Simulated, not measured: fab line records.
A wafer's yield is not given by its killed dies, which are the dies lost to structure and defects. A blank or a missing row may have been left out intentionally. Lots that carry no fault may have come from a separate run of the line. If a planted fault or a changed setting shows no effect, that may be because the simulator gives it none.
The tool behind it: which one?	flow sky130	Sampling: 10 lots, 30 wafers, 6 of 708 route steps

## WHAT THE GAUGES READ, wafer by wafer
SKY_SD_N_RS_MEAS_16: the measuring method here is four-point-probe.
lot	measured	on	SD_N_RS (ohm/sq)
L866	day 30 10:44	filmMetro-03	68.47 68.47 68.44
L870	day 30 16:34	filmMetro-03	68.72 68.55 68.62
L871	day 30 15:59	filmMetro-04	68.47 68.56 68.31
L872	day 30 18:13	filmMetro-02	68.51 68.54 68.55
L873	day 30 22:33	filmMetro-02	68.70 68.64 68.64
L874	day 30 23:14	filmMetro-04	68.54 68.49 68.43
L881	day 36 19:40	filmMetro-04	68.52 68.45 68.47
L879	day 36 22:45	filmMetro-02	71.35 71.29 71.27 71.45 71.18 71.12
L880	day 36 20:43	filmMetro-04	68.59 68.70 68.59
L878	day 37 02:20	filmMetro-02	71.15 71.12 71.23 71.14 71.16 71.08

SKY_SD_N_RS_MEAS_17: the measuring method here is four-point-probe.
lot	measured	on	SD_P_RS (ohm/sq)
L866	day 30 10:51	filmMetro-03	146.7 146.4 146.7
L870	day 30 16:41	filmMetro-03	147.2 147.5 147.7
L871	day 30 16:06	filmMetro-04	147.2 146.8 147.3
L872	day 30 18:20	filmMetro-02	146.7 147.2 146.4
L873	day 30 22:40	filmMetro-02	147.1 147.0 147.5
L874	day 30 23:21	filmMetro-04	147.5 146.6 146.8
L881	day 36 19:47	filmMetro-04	146.9 146.9 146.5
L879	day 37 00:23	filmMetro-02	163.8 162.7 162.3 163.7 162.7 162.2
L880	day 36 20:50	filmMetro-04	147.0 147.9 147.4
L878	day 37 06:02	filmMetro-02	161.7 161.1 162.1 161.5 160.9 161.9

SKY_LI_CONTACT_THK_MEAS_01.
lot	measured	on	LI_CONTACT_HDPCVD_THK (nm)
L866	day 30 11:12	filmMetro-04	920 922 933
L870	day 30 17:04	filmMetro-03	919 916 929
L871	day 30 16:27	filmMetro-02	933 922 933
L872	day 30 18:41	filmMetro-03	926 927 935
L873	day 30 23:01	filmMetro-02	916 945 936
L874	day 30 23:42	filmMetro-03	915 925 918
L881	day 36 20:08	filmMetro-04	916 934 934
L879	day 37 03:02	filmMetro-03	930 934 954
L880	day 36 21:11	filmMetro-02	934 933 912
L878	day 37 09:07	filmMetro-02	941 899 918

## WHICH TOOL RAN EACH LOT (tool, then ch and the chambers of the sampled wafers, then the start)
lot	SKY_LDD_P_STRIP_10	SKY_RES_XHIGH_STRIP_08	SKY_SD_N_RTA_14
L866	plasmaAsher-03 ch 1, day 21 12:43	plasmaAsher-01 ch 0,1, day 29 05:41	rtpAnneal-01 ch 0, day 30 10:32
L870	plasmaAsher-04 ch 0,1, day 21 20:24	plasmaAsher-02 ch 1, day 29 11:08	rtpAnneal-01 ch 0, day 30 16:23
L871	plasmaAsher-03 ch 1, day 21 20:45	plasmaAsher-04 ch 0,1, day 29 10:26	rtpAnneal-02 ch 0, day 30 15:47
L872	plasmaAsher-01 ch 0,1, day 21 21:30	plasmaAsher-01 ch 1, day 29 12:22	rtpAnneal-01 ch 0, day 30 18:02
L873	plasmaAsher-01 ch 0,1, day 22 01:48	plasmaAsher-04 ch 0, day 29 17:34	rtpAnneal-01 ch 0, day 30 22:22
L874	plasmaAsher-03 ch 0,1, day 22 02:06	plasmaAsher-02 ch 1, day 29 18:11	rtpAnneal-02 ch 0, day 30 23:02
L881	plasmaAsher-01 ch 0,1, day 28 13:19	plasmaAsher-04 ch 0,1, day 35 15:59	rtpAnneal-01 ch 0, day 36 19:29
L879	plasmaAsher-01 ch 0,1, day 28 14:16	plasmaAsher-02 ch 0,1, day 35 18:37	rtpAnneal-01 ch 0, day 36 22:34
L880	plasmaAsher-04 ch 0,1, day 28 15:45	plasmaAsher-04 ch 0,1, day 35 17:23	rtpAnneal-02 ch 0, day 36 20:29
L878	plasmaAsher-01 ch 0,1, day 28 18:52	plasmaAsher-04 ch 0,1, day 35 22:20	rtpAnneal-01 ch 0, day 37 02:10
- SKY_LDD_P_STRIP_10: strips in O2/N2.
- SKY_RES_XHIGH_STRIP_08: strips in O2/N2.
- SKY_SD_N_RTA_14: time 2 s.

## WHAT THE TOOLS THEMSELVES READ (means of the sampled wafers that have a number; where no wafer has one, the mark that the record gives instead)
SKY_LDD_P_STRIP_10.
lot	tool	chamberPressureMTorr (mTorr)	drypumpMotorCurrentA (A)	oesProductAu (a.u.)	stripTimeToEndpointS (s)
L866	plasmaAsher-03	1500.5	5.14	0.714	14.10
L870	plasmaAsher-04	1500.0	5.81	0.716	14.16
L871	plasmaAsher-03	1500.6	5.14	0.716	14.16
L872	plasmaAsher-01	1499.5	5.82	0.716	14.21
L873	plasmaAsher-01	1500.0	5.84	0.714	14.19
L874	plasmaAsher-03	1499.0	5.35	0.717	14.17
L881	plasmaAsher-01	1500.3	5.86	0.713	14.18
L879	plasmaAsher-01	1500.1	5.85	0.722	14.20
L880	plasmaAsher-04	1499.8	5.80	0.716	14.17
L878	plasmaAsher-01	1501.4	5.86	0.716	14.19

SKY_RES_XHIGH_STRIP_08.
lot	tool	chamberPressureMTorr (mTorr)	drypumpMotorCurrentA (A)	oesProductAu (a.u.)	stripTimeToEndpointS (s)
L866	plasmaAsher-01	1500.4	5.85	0.710	14.29
L870	plasmaAsher-02	1498.1	5.77	0.711	14.29
L871	plasmaAsher-04	1499.5	5.78	0.712	14.32
L872	plasmaAsher-01	1499.3	5.73	0.712	14.31
L873	plasmaAsher-04	1499.4	5.81	0.710	14.26
L874	plasmaAsher-02	1500.2	5.80	0.710	14.26
L881	plasmaAsher-04	1500.8	5.79	0.715	14.23
L879	plasmaAsher-02	1500.4	5.81	0.712	14.29
L880	plasmaAsher-04	1500.0	5.81	0.713	14.25
L878	plasmaAsher-04	1499.3	5.78	0.713	14.31

SKY_SD_N_RTA_14.
lot	tool	lampPowerPct (%)	wafer_temp_C_max
L866	rtpAnneal-01	15.71	1077.9
L870	rtpAnneal-01	15.75	1077.0
L871	rtpAnneal-02	15.76	1078.9
L872	rtpAnneal-01	15.69	1078.0
L873	rtpAnneal-01	15.82	1077.6
L874	rtpAnneal-02	15.71	1078.2
L881	rtpAnneal-01	15.73	1077.6
L879	rtpAnneal-01	15.75	1079.2
L880	rtpAnneal-02	15.69	1078.6
L878	rtpAnneal-01	15.81	1078.1

## THE ANSWER, worked out from the rows above alone
Rule: usual is defined by the lots themselves. Put in order of their means at a reading, lots are off if they are a third of the lots or fewer, leave a main group of 4 or more, and stand apart from it by a gap of 3 or more times the standard deviation of the main group's means; of several such gaps the widest counts. The tables above print the reading to a certain number of digits; a main group whose means all agree to those digits is not used. A lot without any number at a reading at which 4 lots or more have one is off too. All remaining lots with rows at the step are treated as sound. The gauges are gone through in route order, then the tools' own readings, and for those a lot's mean is taken as printed above. The first step at which some lot is off is used, and at that step the reading that is off furthest; a lot without a number counts as furthest.
Off: L879, L878, at SKY_SD_N_RS_MEAS_16 (SD_N_RS). Mean 68.54 ohm/sq and standard deviation 0.08 in the main group.
A tool fits if, at a process step before that reading, it ran every lot that is off, and no sound lot after the first of them. The gauges at SKY_SD_N_RS_MEAS_16 are tried like those tools. Can't be told from this: 3 tools fit, plasmaAsher-01 at SKY_LDD_P_STRIP_10, rtpAnneal-01 at SKY_SD_N_RTA_14, filmMetro-02 at SKY_SD_N_RS_MEAS_16.

## WHAT HAD BEEN PUT IN BY THE SIMULATOR
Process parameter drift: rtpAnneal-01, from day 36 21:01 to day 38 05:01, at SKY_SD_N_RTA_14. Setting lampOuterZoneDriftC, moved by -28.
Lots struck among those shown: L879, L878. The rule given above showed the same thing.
